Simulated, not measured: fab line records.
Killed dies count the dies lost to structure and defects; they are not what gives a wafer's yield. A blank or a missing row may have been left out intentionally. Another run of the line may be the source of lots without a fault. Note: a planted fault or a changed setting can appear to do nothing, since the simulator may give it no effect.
fab line records + flow gf180mcu
record:
- lots: 14
- wafers: 42
- last_day: 34
route steps=602 shown V2@383
lots untouched by any fault: they come from a run of this same line in which no faults occurred
start_h: the number of hours between the record's first day and the start of the first shown wafer of the lot + wait_h: hours from the lot's prior step to this one + " the same as in the row above + L1.1+2: a row that stands for several wafers + - value missing, or start not given + * or withheld: withheld + < > ~ a bound
route shown NAME@n: names a module that has steps shown in the file, with the first one's number in the route + usual: the fault-free wafers' mean and standard deviation + same: alike in all rows + chamber/n: place in a boat + sites: per-site readings + _std_site: their standard deviation + _edge_site: mean of outer sites minus mean of inner sites + radius_mm: for every site, how far away it sits from the centre of the wafer + mask NAME#n: copy n + behind: the most recent tool/chamber to have shaped the wafer + hold: reason for holding the lot/hours on hold/outcome of the hold + device: which transistor (n, p or np) failed to switch + end of line: tests of these same wafers at the route's end + for a step that has no rows: nothing shown but its recipe + killed: not the wafer's yield, but the dies lost to structure and defects at the first sort + map: a wafer's dies, marking killed ones x, the rest . and places with no die _
set.NAME: the setting that was run; set.NAME@STEP: the one run at that earlier step + model.NAME: the simulator's own value behind a step, which no gauge read
the route's steps for a sample of lots (tables are steps, rows are wafers)
services: when a tool's chamber went out of use (start_h, in hours from the record's first day, below 0 if earlier), for how many hours, and the reason
== steps ==
step: GF_V2_THK_MEAS_01
recipe:
- reads: SiO2_of_V2_CVD_00
usual:
- V2_CVD_00_THK: 601/5.6
| lot.wafer | tool          | chamber | start_h | wait_h | V2_CVD_00_THK[nm] |
|-----------|---------------|---------|---------|--------|-------------------|
| L566.1    | film_metro-01 | -       | 436.10  | 0.0    | 609               |
| L566.4    | "             | -       | "       | "      | 598               |
| L566.6    | "             | -       | "       | "      | 599               |
| L567.3    | film_metro-04 | -       | 448.46  | 0.1    | 597               |
| L567.5    | "             | -       | "       | "      | 603               |
| L567.6    | "             | -       | "       | "      | 599               |
| L572.3    | film_metro-02 | -       | 489.65  | 0.1    | 595               |
| L572.4    | "             | -       | "       | "      | 606               |
| L572.6    | "             | -       | "       | "      | 605               |
| L577.1    | film_metro-04 | -       | 536.34  | 0.0    | 595               |
| L577.2    | "             | -       | "       | "      | 596               |
| L577.3    | "             | -       | "       | "      | 599               |
| L578.1    | film_metro-01 | -       | 550.75  | 0.0    | 608               |
| L578.2    | "             | -       | "       | "      | 606               |
| L578.3    | "             | -       | "       | "      | 604               |
| L579.1    | film_metro-01 | -       | 554.75  | 0.0    | 594               |
| L579.2    | "             | -       | "       | "      | 592               |
| L579.4    | "             | -       | "       | "      | 594               |
| L580.1    | film_metro-02 | -       | 562.05  | 0.0    | 608               |
| L580.3    | "             | -       | "       | "      | 599               |
| L580.5    | "             | -       | "       | "      | 609               |
| L581.1    | film_metro-04 | -       | 567.45  | 0.0    | 595               |
| L581.2    | "             | -       | "       | "      | 606               |
| L581.6    | "             | -       | "       | "      | 604               |
| L582.2    | film_metro-04 | -       | 574.91  | 0.0    | 604               |
| L582.3    | "             | -       | "       | "      | 606               |
| L582.4    | "             | -       | "       | "      | 611               |
| L583.2    | film_metro-02 | -       | 580.34  | 0.0    | 603               |
| L583.4    | "             | -       | "       | "      | 600               |
| L583.6    | "             | -       | "       | "      | 596               |
| L584.1    | film_metro-04 | -       | 590.05  | 0.0    | 600               |
| L584.5    | "             | -       | "       | "      | 596               |
| L584.6    | "             | -       | "       | "      | 597               |
| L586.1    | film_metro-02 | -       | 608.41  | 0.0    | 607               |
| L586.2    | "             | -       | "       | "      | 603               |
| L586.3    | "             | -       | "       | "      | 603               |
| L587.1    | film_metro-04 | -       | 614.55  | 0.0    | 603               |
| L587.4    | "             | -       | "       | "      | 590               |
| L587.6    | "             | -       | "       | "      | 601               |
| L589.3    | film_metro-04 | -       | 626.87  | 0.1    | 601               |
| L589.4    | "             | -       | "       | "      | 605               |
| L589.6    | "             | -       | "       | "      | 591               |
step: GF_V2_BOW_MEAS_05
recipe:
- mode: bow
usual:
- V2_BOW: 100/8.6
| lot.wafer | tool          | chamber | start_h | wait_h | V2_BOW[um] |
|-----------|---------------|---------|---------|--------|------------|
| L566.1    | film_metro-01 | -       | 436.59  | 0.1    | 94         |
| L566.4    | "             | -       | "       | "      | 100        |
| L566.6    | "             | -       | "       | "      | 97         |
| L567.3    | film_metro-04 | -       | 448.97  | 0.2    | 102        |
| L567.5    | "             | -       | "       | "      | 110        |
| L567.6    | "             | -       | "       | "      | 100        |
| L572.3    | film_metro-02 | -       | 490.20  | 0.2    | 111        |
| L572.4    | "             | -       | "       | "      | 112        |
| L572.6    | "             | -       | "       | "      | 131        |
| L577.1    | film_metro-04 | -       | 536.83  | 0.2    | 121        |
| L577.2    | "             | -       | "       | "      | 98         |
| L577.3    | "             | -       | "       | "      | 99         |
| L578.1    | film_metro-02 | -       | 551.24  | 0.1    | 93         |
| L578.2    | "             | -       | "       | "      | 87         |
| L578.3    | "             | -       | "       | "      | 92         |
| L579.1    | film_metro-04 | -       | 555.24  | 0.1    | 103        |
| L579.2    | "             | -       | "       | "      | 99         |
| L579.4    | "             | -       | "       | "      | 104        |
| L580.1    | film_metro-02 | -       | 562.54  | 0.1    | 101        |
| L580.3    | "             | -       | "       | "      | 103        |
| L580.5    | "             | -       | "       | "      | 105        |
| L581.1    | film_metro-01 | -       | 567.94  | 0.2    | 86         |
| L581.2    | "             | -       | "       | "      | 98         |
| L581.6    | "             | -       | "       | "      | 90         |
| L582.2    | film_metro-04 | -       | 575.41  | 0.3    | 96         |
| L582.3    | "             | -       | "       | "      | 91         |
| L582.4    | "             | -       | "       | "      | 98         |
| L583.2    | film_metro-04 | -       | 580.89  | 0.1    | 83         |
| L583.4    | "             | -       | "       | "      | 102        |
| L583.6    | "             | -       | "       | "      | 99         |
| L584.1    | film_metro-02 | -       | 590.54  | 0.1    | 101        |
| L584.5    | "             | -       | "       | "      | 99         |
| L584.6    | "             | -       | "       | "      | 95         |
| L586.1    | film_metro-02 | -       | 608.90  | 0.2    | 98         |
| L586.2    | "             | -       | "       | "      | 89         |
| L586.3    | "             | -       | "       | "      | 99         |
| L587.1    | film_metro-04 | -       | 615.04  | 0.1    | 105        |
| L587.4    | "             | -       | "       | "      | 107        |
| L587.6    | "             | -       | "       | "      | 109        |
| L589.3    | film_metro-02 | -       | 627.38  | 0.1    | 98         |
| L589.4    | "             | -       | "       | "      | 94         |
| L589.6    | "             | -       | "       | "      | 103        |
step: GF_V2_PEB_12
recipe:
- peb_temp_c: 135
- peb_time_s: 90
- resist: KrF
usual:
- chill_plate_temp_C: 23.01/0.11
- exhaust_pa: 45.1/0.85
- peb_time_s: 90/0
- resist_line_temp_C: 23.01/0.11
| lot.wafer | tool           | chamber | start_h | wait_h | chill_plate_temp_C | exhaust_pa | peb_time_s | resist_line_temp_C |
|-----------|----------------|---------|---------|--------|--------------------|------------|------------|--------------------|
| L566.1    | litho_track-04 | 0       | 460.76  | -      | 22.97              | 44.5       | 90         | 22.89              |
| L566.4    | "              | 0       | "       | "      | 23.00              | 45.3       | 90         | 23.17              |
| L566.6    | "              | 0       | "       | "      | 22.87              | 44.3       | 90         | 23.13              |
| L567.3    | litho_track-02 | 0       | 472.43  | -      | 23.06              | 45.9       | 90         | 22.95              |
| L567.5    | "              | 0       | "       | "      | 22.81              | 44.6       | 90         | 23.04              |
| L567.6    | "              | 0       | "       | "      | 22.99              | 44.3       | 90         | 22.97              |
| L572.3    | litho_track-02 | 0       | 513.08  | -      | 23.09              | 45.1       | 90         | 22.93              |
| L572.4    | "              | 0       | "       | "      | 22.86              | 44.1       | 90         | 23.13              |
| L572.6    | "              | 0       | "       | "      | 22.95              | 42.6       | 90         | 23.08              |
| L577.1    | litho_track-04 | -       | 559.66  | -      | -                  | -          | -          | -                  |
| L577.2    | "              | -       | "       | "      | -                  | -          | -          | -                  |
| L577.3    | "              | -       | "       | "      | -                  | -          | -          | -                  |
| L578.1    | litho_track-01 | -       | 573.36  | -      | -                  | -          | -          | -                  |
| L578.2    | "              | -       | "       | "      | -                  | -          | -          | -                  |
| L578.3    | "              | -       | "       | "      | -                  | -          | -          | -                  |
| L579.1    | litho_track-01 | 0       | 577.06  | -      | 23.01              | 44.4       | 90         | 22.96              |
| L579.2    | "              | 0       | "       | "      | 23.00              | 45.4       | 90         | 23.01              |
| L579.4    | "              | 0       | "       | "      | 23.05              | 44.8       | 90         | 23.02              |
| L580.1    | litho_track-04 | 0       | 584.36  | -      | 23.20              | 43.8       | 90         | 23.02              |
| L580.3    | "              | 0       | "       | "      | 23.15              | 45.5       | 90         | 22.92              |
| L580.5    | "              | 0       | "       | "      | 23.31              | 43.1       | 90         | 22.96              |
| L581.1    | litho_track-02 | 0       | 589.41  | -      | 22.93              | 45.5       | 90         | 23.02              |
| L581.2    | "              | 0       | "       | "      | 22.82              | 44.4       | 90         | 23.03              |
| L581.6    | "              | 0       | "       | "      | 22.87              | 44.8       | 90         | 23.08              |
| L582.2    | litho_track-04 | 0       | 596.34  | -      | 22.83              | 45.7       | 90         | 23.07              |
| L582.3    | "              | 0       | "       | "      | 22.83              | 46.3       | 90         | 23.15              |
| L582.4    | "              | 0       | "       | "      | 23.02              | 44.5       | 90         | 22.90              |
| L583.2    | litho_track-04 | 0       | 601.89  | -      | 23.15              | 46.3       | 90         | 23.03              |
| L583.4    | "              | 0       | "       | "      | 23.13              | 46.4       | 90         | 23.02              |
| L583.6    | "              | 0       | "       | "      | 23.19              | 46.0       | 90         | 22.94              |
| L584.1    | litho_track-02 | 0       | 611.41  | -      | 22.98              | 43.6       | 90         | 22.94              |
| L584.5    | "              | 0       | "       | "      | 23.13              | 43.9       | 90         | 22.88              |
| L584.6    | "              | 0       | "       | "      | 23.17              | 45.2       | 90         | 23.07              |
| L586.1    | litho_track-02 | 0       | 629.46  | -      | 23.03              | 45.4       | 90         | 23.00              |
| L586.2    | "              | 0       | "       | "      | 23.30              | 46.3       | 90         | 23.03              |
| L586.3    | "              | 0       | "       | "      | 23.10              | 45.9       | 90         | 22.83              |
| L587.1    | litho_track-01 | 0       | 634.36  | -      | 23.06              | 43.9       | 90         | 22.96              |
| L587.4    | "              | 0       | "       | "      | 23.07              | 44.6       | 90         | 22.99              |
| L587.6    | "              | 0       | "       | "      | 22.93              | 45.5       | 90         | 23.12              |
| L589.3    | litho_track-04 | 0       | 646.92  | -      | 22.89              | 45.8       | 90         | 22.79              |
| L589.4    | "              | 0       | "       | "      | 22.96              | 45.4       | 90         | 22.98              |
| L589.6    | "              | 0       | "       | "      | 22.86              | 46.5       | 90         | 22.99              |
step: GF_V2_STRIP_18
recipe:
- chemistry: O2/N2
- power_w: 1400
- pressure_mtorr: 1500
- platen_temp_c: 250
- o2_flow_sccm: 3000
- n2_flow_sccm: 300
- overash_fraction: 0.5
usual:
- chamber_pressure_mTorr: 1500.0/1.3
- drypump_motor_current_A: 5.7/0.3
- heater_power_w: 357/29
- oes_product_au: 0.592/0.0049
| lot.wafer | tool            | chamber | start_h | wait_h | chamber_pressure_mTorr | drypump_motor_current_A | heater_power_w | oes_product_au | rf_hours_counter_h |
|-----------|-----------------|---------|---------|--------|------------------------|-------------------------|----------------|----------------|--------------------|
| L566.1    | plasma_asher-01 | 1       | 461.39  | -      | 1499.3                 | 5.7                     | 361            | 0.592          | 86                 |
| L566.4    | "               | 0       | "       | "      | 1500.6                 | 6.0                     | 309            | 0.601          | -                  |
| L566.6    | "               | 1       | "       | "      | 1499.7                 | 5.6                     | 368            | 0.597          | -                  |
| L567.3    | plasma_asher-01 | 0       | 473.03  | -      | 1500.9                 | 6.0                     | 312            | 0.583          | -                  |
| L567.5    | "               | 1       | "       | "      | 1498.7                 | 5.6                     | 364            | 0.596          | -                  |
| L567.6    | "               | 0       | "       | "      | 1500.1                 | 6.0                     | 319            | 0.595          | -                  |
| L572.3    | plasma_asher-04 | 0       | 513.68  | -      | 1501.9                 | 6.0                     | 387            | 0.600          | -                  |
| L572.4    | "               | 1       | "       | "      | 1499.9                 | 5.2                     | 357            | 0.602          | -                  |
| L572.6    | "               | 1       | "       | "      | 1498.8                 | 5.3                     | 372            | 0.599          | -                  |
| L577.1    | plasma_asher-03 | 0       | 560.29  | -      | 1500.1                 | 5.7                     | 326            | 0.595          | 72                 |
| L577.2    | "               | 1       | "       | "      | 1500.5                 | 5.4                     | 340            | 0.591          | 72                 |
| L577.3    | "               | 1       | "       | "      | 1498.7                 | 5.3                     | 337            | 0.586          | -                  |
| L578.1    | plasma_asher-03 | 1       | 573.99  | -      | 1498.5                 | 5.3                     | 342            | 0.587          | 74                 |
| L578.2    | "               | 0       | "       | "      | 1499.8                 | 5.7                     | 332            | 0.591          | 74                 |
| L578.3    | "               | 0       | "       | "      | 1499.0                 | 5.7                     | 336            | 0.593          | -                  |
| L579.1    | plasma_asher-04 | 0       | 577.69  | -      | 1501.7                 | 6.0                     | 399            | 0.591          | 15                 |
| L579.2    | "               | 1       | "       | "      | 1500.2                 | 5.2                     | 361            | 0.597          | 15                 |
| L579.4    | "               | 0       | "       | "      | 1498.0                 | 6.0                     | 397            | 0.583          | -                  |
| L580.1    | plasma_asher-01 | 1       | 584.99  | -      | 1500.0                 | 5.7                     | 371            | 0.593          | 99                 |
| L580.3    | "               | 1       | "       | "      | 1501.2                 | 5.7                     | 361            | 0.591          | -                  |
| L580.5    | "               | 1       | "       | "      | 1501.7                 | 5.7                     | 359            | 0.602          | -                  |
| L581.1    | plasma_asher-01 | 0       | 590.04  | -      | 1500.1                 | 6.0                     | 316            | 0.596          | 100                |
| L581.2    | "               | 1       | "       | "      | 1500.4                 | 5.7                     | 357            | 0.584          | 100                |
| L581.6    | "               | 0       | "       | "      | 1500.9                 | 6.0                     | 304            | 0.598          | -                  |
| L582.2    | plasma_asher-04 | 0       | 596.94  | -      | 1500.6                 | 6.0                     | 394            | 0.585          | 18                 |
| L582.3    | "               | 0       | "       | "      | 1501.7                 | 6.0                     | 392            | 0.602          | -                  |
| L582.4    | "               | 1       | "       | "      | 1498.7                 | 5.3                     | 355            | 0.591          | -                  |
| L583.2    | plasma_asher-03 | 0       | 602.49  | -      | 1500.1                 | 5.8                     | 340            | 0.584          | 77                 |
| L583.4    | "               | 1       | "       | "      | 1499.9                 | 5.4                     | 338            | 0.590          | -                  |
| L583.6    | "               | 1       | "       | "      | 1502.1                 | 5.4                     | 338            | 0.583          | -                  |
| L584.1    | plasma_asher-04 | 1       | 612.04  | -      | 1498.8                 | 5.2                     | 362            | 0.592          | 19                 |
| L584.5    | "               | 0       | "       | "      | 1502.0                 | 5.9                     | 397            | 0.596          | -                  |
| L584.6    | "               | 1       | "       | "      | 1500.5                 | 5.3                     | 359            | 0.582          | -                  |
| L586.1    | plasma_asher-03 | 0       | 630.13  | -      | 1498.8                 | 5.7                     | 332            | 0.598          | 80                 |
| L586.2    | "               | 1       | "       | "      | 1498.7                 | 5.4                     | 336            | 0.588          | 80                 |
| L586.3    | "               | 1       | "       | "      | 1500.3                 | 5.3                     | 342            | 0.596          | -                  |
| L587.1    | plasma_asher-04 | 1       | 634.99  | -      | 1499.2                 | 5.3                     | 373            | 0.587          | 22                 |
| L587.4    | "               | 0       | "       | "      | 1501.4                 | 6.0                     | 390            | 0.596          | -                  |
| L587.6    | "               | 1       | "       | "      | 1499.1                 | 5.2                     | 377            | 0.597          | -                  |
| L589.3    | plasma_asher-03 | 0       | 647.52  | -      | 1500.1                 | 5.7                     | 327            | 0.589          | -                  |
| L589.4    | "               | 1       | "       | "      | 1500.5                 | 5.3                     | 339            | 0.594          | -                  |
| L589.6    | "               | 1       | "       | "      | 1502.5                 | 5.4                     | 346            | 0.596          | -                  |
== services ==
| tool            | chamber | start_h | hours | kind                      |
|-----------------|---------|---------|-------|---------------------------|
| litho_track-01  | -       | 470.21  | -     | consumable_replace:filter |
| plasma_asher-04 | -       | 564.69  | 3.8   | repair                    |
== key ==
first_sign:
- step: GF_V2_PEB_12
- reading: tool_record
- direction: missing
effect none on later readings
met_at GF_V2_PEB_12
struck_lots L577,L578
later_rows_left_out L577.1,L577.2,L577.3,L578.1,L578.2,L578.3
sort_left_out L577.1,L577.2,L577.3,L578.1,L578.2,L578.3
not_acting_at GF_V2_THK_MEAS_01,GF_V2_BOW_MEAS_05,GF_V2_STRIP_18
onset_between 460.76 559.66
fault:
- kind: skipped_step_whole
- tool: litho_track-01,litho_track-04
- chamber: -
- onset_h: 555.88
- steps: GF_V2_PEB_12
- scope: struck_lots_only
sort_left_out: the simulated sort isn't trusted on such a fault, so these wafers' sort isn't shown, and their yield isn't known
later_rows_left_out: the simulator's readings of these wafers behind a module that went badly wrong aren't trusted and aren't shown, but for the sort
